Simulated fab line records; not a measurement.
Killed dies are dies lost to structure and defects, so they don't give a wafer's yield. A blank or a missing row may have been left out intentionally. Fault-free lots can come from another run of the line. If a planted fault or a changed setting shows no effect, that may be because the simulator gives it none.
Problem report, 8D (eight disciplines) form, completed by code + flow gf180mcu + the parts of the form that need people (team, actions taken, sign-off) are left out

## 1. THE ISSUE
Wafers without a fault read 7.86 s, standard deviation 0.041; stripTimeToEndpointS at GF_M1_STRIP_17 reads a mean of 6.65 s on 6 wafers belonging to 2 lots. That is -30 standard deviations from the usual mean.
The step: strips in O2/N2.
Earliest sighting: wafer L255.1 on plasmaAsher-01 at day 20 21:31. The record has a number at this step for 36 wafers belonging to 12 lots. By rule, "out" or "out of limits" means more than 4 standard deviations away from the usual mean. The other wafers with a number count as sound.

## 2. WHAT IT IS; WHAT IT IS NOT
| question                    | is                                 | is not                                                                                       |
|-----------------------------|------------------------------------|----------------------------------------------------------------------------------------------|
| which readings at this step | stripTimeToEndpointS, oesProductAu | drypumpMotorCurrentA                                                                         |
| which lots                  | L255, L256                         | L245, L246, L247, L248, L249, L257, L261, L264, L266, L268                                   |
| which wafers of those lots  | all that have a number             | -                                                                                            |
| read on which tools         | plasmaAsher-01                     | plasmaAsher-02, plasmaAsher-04                                                               |
| when                        | from day 20 21:31                  | up to then (15 sound wafers); but 15 sound wafers of L257, L261, L264, L266, L268 came after |

## 3. SUSPECTS, AND WHAT RULES EACH OUT
Counting: any tool at a process step up to the reading is kept as a suspect provided that every lot that is out went through it and no sound lot did after the first of them.
- rieMetal-04 at GF_M1_METAL_ETCH_16 (etches the open film in Cl2/BCl3, stops on SiO2, target depth 627.5 nm, time 104.6 s): ruled out as a lasting fault. Sound lots L266, L268 ran on it after its first lot that is out, L255 (day 20 21:17).
- plasmaAsher-01 at GF_M1_STRIP_17 (strips in O2/N2): ruled out as a lasting fault. Sound lots L264 ran on it after its first lot that is out, L255 (day 20 21:31).
Left after counting: nothing in the record.

## 4. THE CAUSE (what the simulator had put in)
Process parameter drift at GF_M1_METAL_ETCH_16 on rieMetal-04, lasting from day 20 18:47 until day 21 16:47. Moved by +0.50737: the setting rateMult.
The count ruled it out by mistake, since the rule takes a fault to strike every lot its tool runs from the start of the fault on, and this one did not do so.

## 5. THE CHAIN OF EFFECTS, in route order
Rows list readings where the struck wafers' mean (over those with a number) sits beyond 3 standard deviations from the usual. Only readings for which the record gives a usual standard deviation are gone through. hours: the time from each lot's start at the first step in this table that gives one to its start at this step, as a median over the lots. sigmas: the change in usual standard deviations.
| hours | step           | reading              | usual      | on struck wafers | change | sigmas |
|-------|----------------|----------------------|------------|------------------|--------|--------|
| 0     | GF_M1_STRIP_17 | oesProductAu         | 0.558 a.u. | 0.507            | -0.051 | -10    |
| 0     | GF_M1_STRIP_17 | stripTimeToEndpointS | 7.86 s     | 6.65             | -1.21  | -30    |
The process steps in it:
- GF_M1_STRIP_17: strips in O2/N2.
Later steps that measure or inspect, where all struck wafers having a row at the step show a number for every such reading and not one has moved that far: GF_V1_THK_MEAS_01, GF_V1_THK_MEAS_03.

## 6. HOW IT WOULD HAVE BEEN CAUGHT EARLIER
In this record no reading fell out of limits until day 20 21:31, 3 hours after the fault had begun at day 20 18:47.
Tool readings at GF_M1_METAL_ETCH_16 with a usual standard deviation given in the record: none out on any struck wafer, hence no alarm at a limit of 4 standard deviations on them.
